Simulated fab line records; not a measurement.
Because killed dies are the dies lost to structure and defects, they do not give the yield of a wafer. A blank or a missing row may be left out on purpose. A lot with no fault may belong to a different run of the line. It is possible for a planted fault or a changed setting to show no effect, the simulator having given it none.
The same fault as seen by 2 desks / flow sky130 / only its own numbers are on each desk; what lay behind them is given at the end

== AT THE METROLOGY DESK ==
Lot by lot, what the gauges showed, no matter which tool ran the lot: averages of those sampled wafers that carry a number. The brackets show how far a lot's mean lies from the usual mean; more than 4 standard deviations puts the lot out of limits, marked OUT.
Columns: A = CONTACT_BOW at SKY_CONTACT_BOW_MEAS_05, usual 79 um; B = cdNm at SKY_VIA1_CD_MEAS_12, usual 149.7 nm
lot=L773; first seen here=day 29 23:55; A=80; B=148.9
lot=L774; first seen here=day 30 17:40; A=73; B=147.9
lot=L779; first seen here=day 32 17:42; A=81; B=147.6
lot=L781; first seen here=day 33 06:59; A=83; B=150.1
lot=L783; first seen here=day 33 22:21; A=77; B=150.1
lot=L784; first seen here=day 34 06:34; A=80; B=150.3
lot=L787; first seen here=day 34 21:29; A=86; B=151.8
lot=L790; first seen here=day 36 05:33; A=83; B=150.5
lot=L792; first seen here=day 37 09:40; A=70; B=150.0
lot=L793; first seen here=day 37 10:05; A=79; B=150.8
lot=L794; first seen here=day 37 13:23; A=84; B=152.0
lot=L795; first seen here=day 37 19:10; A=79; B=150.7
lot=L796; first seen here=day 38 02:50; A=84; B=151.3
This desk found nothing out of limits on any of the 13 lots.

== TOOL OWNER'S DESK, lithoTrack-03 ==
The tool's own readings at SKY_VIA1_HMDS_05 (prime time 60 s): means of the sampled wafers that have a number, for each lot that ran on this tool. The brackets show how far a lot's mean lies from the usual mean; more than 4 standard deviations puts the lot out of limits, marked OUT.
Columns: A = primeTempC at SKY_VIA1_HMDS_05, usual 120.01 C
lot=L779; first seen here=day 35 13:26; A=119.98
lot=L781; first seen here=day 36 03:47; A=126.34 (+53) OUT
lot=L783; first seen here=day 36 18:40; A=126.20 (+52) OUT
lot=L784; first seen here=day 37 02:08; A=126.08 (+51) OUT
lot=L792; first seen here=day 40 03:05; A=120.06
Finding of this desk: L781, L783, L784 out of limits; the first was L781 at day 36 03:47, on primeTempC at SKY_VIA1_HMDS_05. L779, L792 stayed within limits.

== BROUGHT TOGETHER ==
An alarm could have come from the tool owner's desk at day 36 03:47, on L781, L783, L784.
The metrology desk saw nothing out of limits.
The metrology desk holds a record of L781, L783, L784, inside its limits.
On lithoTrack-03, each named lot ran SKY_VIA1_HMDS_05.

== WHAT THE SIMULATOR HAD PUT IN ==
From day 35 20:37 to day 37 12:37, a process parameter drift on lithoTrack-03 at SKY_VIA1_HMDS_05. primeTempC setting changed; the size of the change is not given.
Lots struck among those shown: L781, L783, L784.
How many hours passed from the start of the fault until each desk's first out-of-limits reading: the tool owner's desk, 7.
